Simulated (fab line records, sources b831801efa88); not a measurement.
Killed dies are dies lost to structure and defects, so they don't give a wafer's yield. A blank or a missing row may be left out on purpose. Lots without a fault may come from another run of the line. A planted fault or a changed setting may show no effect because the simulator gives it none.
Which tool did it? | flow gf180mcu | 12 lots, 36 wafers sampled, at 6 steps of a route of 602

WHAT THE GAUGES READ, wafer by wafer
GF_STI_CD_MEAS_12: target cd 220 nm. Usual: cd_nm 220.1 nm, standard deviation 1.3.
lot  | measured    | on        | cd_nm (nm)        | flag
L913 | day 2 00:49 | cd_sem-01 | 217.6 219.8 219.5 |
L917 | day 2 21:11 | cd_sem-01 | 218.9 219.3 218.9 |
L918 | day 3 02:34 | cd_sem-01 | 219.3 219.5 219.8 |
L920 | day 3 17:11 | cd_sem-01 | 221.1 220.7 221.5 |
L921 | day 3 18:48 | cd_sem-02 | 222.3 220.9 222.5 |
L922 | day 3 23:23 | cd_sem-02 | 222.0 222.5 221.1 |
L923 | day 4 04:35 | cd_sem-01 | 220.2 220.6 221.9 |
L924 | day 4 11:11 | cd_sem-02 | 221.3 221.2 222.5 |
L926 | day 4 20:59 | cd_sem-02 | 218.4 219.3 218.0 |
L931 | day 5 23:58 | cd_sem-02 | 220.1 221.2 221.1 |
L932 | day 6 08:17 | cd_sem-02 | 218.4 218.0 218.4 |
L936 | day 6 22:49 | cd_sem-02 | 219.2 219.8 220.1 |

GF_MVSD_TW_MEAS_11. Usual: MVSD_TW 1579, standard deviation 12.
lot  | measured     | on            | MVSD_TW        | flag
L913 | day 4 09:50  | film_metro-02 | 1572 1569 1578 |
L917 | day 5 08:46  | film_metro-02 | 1572 1566 1569 |
L918 | day 5 13:47  | film_metro-03 | 1587 1584 1585 |
L920 | day 6 08:10  | film_metro-02 | 1578 1559 1572 |
L921 | day 6 05:35  | film_metro-03 | 1572 1575 1579 |
L922 | day 6 13:52  | film_metro-04 | 1581 1595 1584 |
L923 | day 7 07:52  | film_metro-02 | 1575 1576 1579 |
L924 | day 7 18:07  | film_metro-04 | 1587 1590 1588 |
L926 | day 7 18:43  | film_metro-04 | 1589 1598 1594 |
L931 | day 8 20:01  | film_metro-04 | 1670 1677 1674 | OFF
L932 | day 9 08:31  | film_metro-04 | 1670 1672 1679 | OFF
L936 | day 10 00:41 | film_metro-03 | 1590 1598 1594 |

GF_VT_IMPLANT_OVL_MEAS_29. Usual: VT_IMPLANT_02_OVL -0.2 nm, standard deviation 1.3.
lot  | measured     | on         | VT_IMPLANT_02_OVL (nm) | flag
L913 | day 6 16:29  | overlay-02 | -0.3 -0.4 -0.7         |
L917 | day 7 19:50  | overlay-02 | -2.6 -1.9 -0.8         |
L918 | day 8 00:08  | overlay-02 | -0.4 -0.1 -1.3         |
L920 | day 8 23:37  | overlay-01 | 0.0 2.5 2.2            |
L921 | day 8 21:14  | overlay-01 | 0.5 -1.2 -0.7          |
L922 | day 9 06:25  | overlay-02 | -0.4 0.2 0.1           |
L923 | day 10 03:02 | overlay-01 | 1.0 -0.1 1.2           |
L924 | day 10 13:26 | overlay-01 | -0.6 -0.9 -2.1         |
L926 | day 10 15:40 | overlay-01 | -1.2 0.6 -0.9          |
L931 | day 11 20:28 | overlay-02 | 0.5 -0.3 -0.7          |
L932 | day 12 08:31 | overlay-01 | 1.8 1.6 1.3            |
L936 | day 13 03:08 | overlay-02 | 0.4 -0.2 -0.1          |

GF_VT_IMPLANT_RS_MEAS_46: measures by four-point-probe. Usual: MVSD_RS 454.6 ohm/sq, standard deviation 1.
lot  | measured     | on            | MVSD_RS (ohm/sq)  | flag
L913 | day 7 08:14  | film_metro-03 | 454.2 456.0 454.6 |
L917 | day 8 12:19  | film_metro-04 | 453.5 452.6 453.2 |
L918 | day 8 17:13  | film_metro-04 | 453.9 454.4 454.4 |
L920 | day 9 17:26  | film_metro-03 | 453.1 453.3 454.8 |
L921 | day 9 15:26  | film_metro-02 | 455.4 456.8 455.9 |
L922 | day 10 00:23 | film_metro-02 | 454.5 453.5 454.5 |
L923 | day 10 20:58 | film_metro-04 | 455.2 455.6 455.7 |
L924 | day 11 08:16 | film_metro-04 | 455.1 454.9 455.4 |
L926 | day 11 10:43 | film_metro-02 | 453.6 453.7 453.4 |
L931 | day 12 15:55 | film_metro-03 | 414.3 414.8 413.7 | OFF
L932 | day 13 04:52 | film_metro-03 | 412.3 412.2 412.0 | OFF
L936 | day 13 23:45 | film_metro-02 | 453.8 453.3 452.5 |

WHICH TOOL RAN EACH LOT (tool, then ch and the chambers of the sampled wafers, then the start)
lot  | GF_MVSD_IMPLANT_08              | GF_MVSD_STRIP_10
L913 | implanter-04 ch 0, day 4 09:26  | plasma_asher-02 ch 0,1, day 4 09:43
L917 | implanter-04 ch 0, day 5 08:22  | plasma_asher-04 ch 0,1, day 5 08:40
L918 | implanter-01 ch 0, day 5 13:25  | plasma_asher-03 ch 0,1, day 5 13:41
L920 | implanter-04 ch 0, day 6 07:47  | plasma_asher-02 ch 0,1, day 6 08:04
L921 | implanter-01 ch 0, day 6 05:12  | plasma_asher-04 ch 0,1, day 6 05:28
L922 | implanter-01 ch 0, day 6 13:28  | plasma_asher-04 ch 1, day 6 13:46
L923 | implanter-03 ch 0, day 7 07:28  | plasma_asher-02 ch 0,1, day 7 07:46
L924 | implanter-04 ch 0, day 7 17:43  | plasma_asher-02 ch 0,1, day 7 18:01
L926 | implanter-01 ch 0, day 7 18:19  | plasma_asher-03 ch 0,1, day 7 18:37
L931 | implanter-04 ch 0, day 8 19:37  | plasma_asher-02 ch 0,1, day 8 19:55
L932 | implanter-04 ch 0, day 9 08:07  | plasma_asher-03 ch 0,1, day 9 08:25
L936 | implanter-01 ch 0, day 10 00:19 | plasma_asher-04 ch 0,1, day 10 00:35
- GF_MVSD_IMPLANT_08
- GF_MVSD_STRIP_10: strips in O2/N2.

WHAT THE TOOLS THEMSELVES READ (means of the sampled wafers that have a number; where no wafer has one, the mark that the record gives instead)
GF_MVSD_IMPLANT_08. Usual: dose_ions_cm2 1.6e+13, standard deviation 1.8e+10; faraday_current_uA 90.1, standard deviation 1.7; tilt_deg 0.001 degrees, standard deviation 0.018.
lot  | tool         | dose_ions_cm2 | faraday_current_uA | tilt_deg (degrees) | flag
L913 | implanter-04 | 1.6e+13       | 90.4               | 0.030              |
L917 | implanter-04 | 1.6e+13       | 90.2               | 0.016              |
L918 | implanter-01 | 1.6e+13       | 90.5               | -0.000             |
L920 | implanter-04 | 1.6e+13       | 91.0               | 0.029              |
L921 | implanter-01 | 1.6e+13       | 91.2               | 0.012              |
L922 | implanter-01 | 1.6e+13       | 90.8               | -0.023             |
L923 | implanter-03 | 1.6e+13       | 91.2               | -0.022             |
L924 | implanter-04 | 1.6e+13       | 89.6               | -0.019             |
L926 | implanter-01 | 1.6e+13       | 88.5               | -0.001             |
L931 | implanter-04 | 1.9e+13       | 108.1              | -0.009             | OFF
L932 | implanter-04 | 1.9e+13       | 109.2              | -0.009             | OFF
L936 | implanter-01 | 1.6e+13       | 91.3               | -0.001             |

GF_MVSD_STRIP_10. Usual: drypump_motor_current_A 5.7 A, standard deviation 0.39; heater_power_w 325 W, standard deviation 18; oes_product_au 0.722 a.u., standard deviation 0.0044; strip_time_to_endpoint_s 36.98 s, standard deviation 0.081.
lot  | tool            | drypump_motor_current_A (A) | heater_power_w (W) | oes_product_au (a.u.) | strip_time_to_endpoint_s (s) | flag
L913 | plasma_asher-02 | 5.6                         | 338                | 0.722                 | 36.94                        |
L917 | plasma_asher-04 | 5.4                         | 328                | 0.723                 | 37.04                        |
L918 | plasma_asher-03 | 5.9                         | 297                | 0.723                 | 37.04                        |
L920 | plasma_asher-02 | 5.6                         | 348                | 0.722                 | 37.04                        |
L921 | plasma_asher-04 | 5.5                         | 323                | 0.726                 | 36.98                        |
L922 | plasma_asher-04 | 5.7                         | 321                | 0.721                 | 36.88                        |
L923 | plasma_asher-02 | 5.7                         | 338                | 0.721                 | 37.06                        |
L924 | plasma_asher-02 | 5.6                         | 342                | 0.724                 | 36.96                        |
L926 | plasma_asher-03 | 5.9                         | 297                | 0.720                 | 36.98                        |
L931 | plasma_asher-02 | 5.6                         | 345                | 0.722                 | 37.07                        |
L932 | plasma_asher-03 | 5.9                         | 298                | 0.723                 | 36.96                        |
L936 | plasma_asher-04 | 5.6                         | 323                | 0.725                 | 36.93                        |

THE ANSWER, worked out from the rows above alone
Rule: a lot is off if the mean of its wafers that have a number lies more than 3 standard deviations from the usual mean. A lot without any number at a reading at which 4 lots or more have one is off too. The other lots that the step has rows for count as sound. The gauges are gone through in route order, then the tools' own readings, and for those a lot's mean is taken as printed above. The first step at which some lot is off is used, and at that step the reading that is off furthest; a lot without a number counts as furthest.
Off: L931, L932, at GF_MVSD_TW_MEAS_11 (MVSD_TW).
A tool fits if, at a process step before that reading, it ran every lot that is off, and no sound lot after the first of them. The gauges at GF_MVSD_TW_MEAS_11 aren't tried: what is off there is off at GF_VT_IMPLANT_RS_MEAS_46 too, on other tools, and a gauge's error can't cause that. One fits: implanter-04 at GF_MVSD_IMPLANT_08. Its last sound lot is L924 (day 7 17:43), its first lot that is off L931 (day 8 19:37): a fault that began between those two fits.
The tool's own readings at GF_MVSD_IMPLANT_08 bear it out: on the lots that are off they differ by more than 5 times the standard deviation of the sound lots' means. dose_ions_cm2 reads 1.9e+13 there against 1.6e+13 on the sound lots; faraday_current_uA reads 108.7 there against 90.5 on the sound lots.

WHAT THE SIMULATOR HAD PUT IN
Process parameter drift: implanter-04, from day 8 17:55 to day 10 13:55, at GF_MVSD_IMPLANT_08. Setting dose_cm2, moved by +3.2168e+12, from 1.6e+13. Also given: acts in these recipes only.
Lots struck among those shown: L931, L932. The rule above found the same.
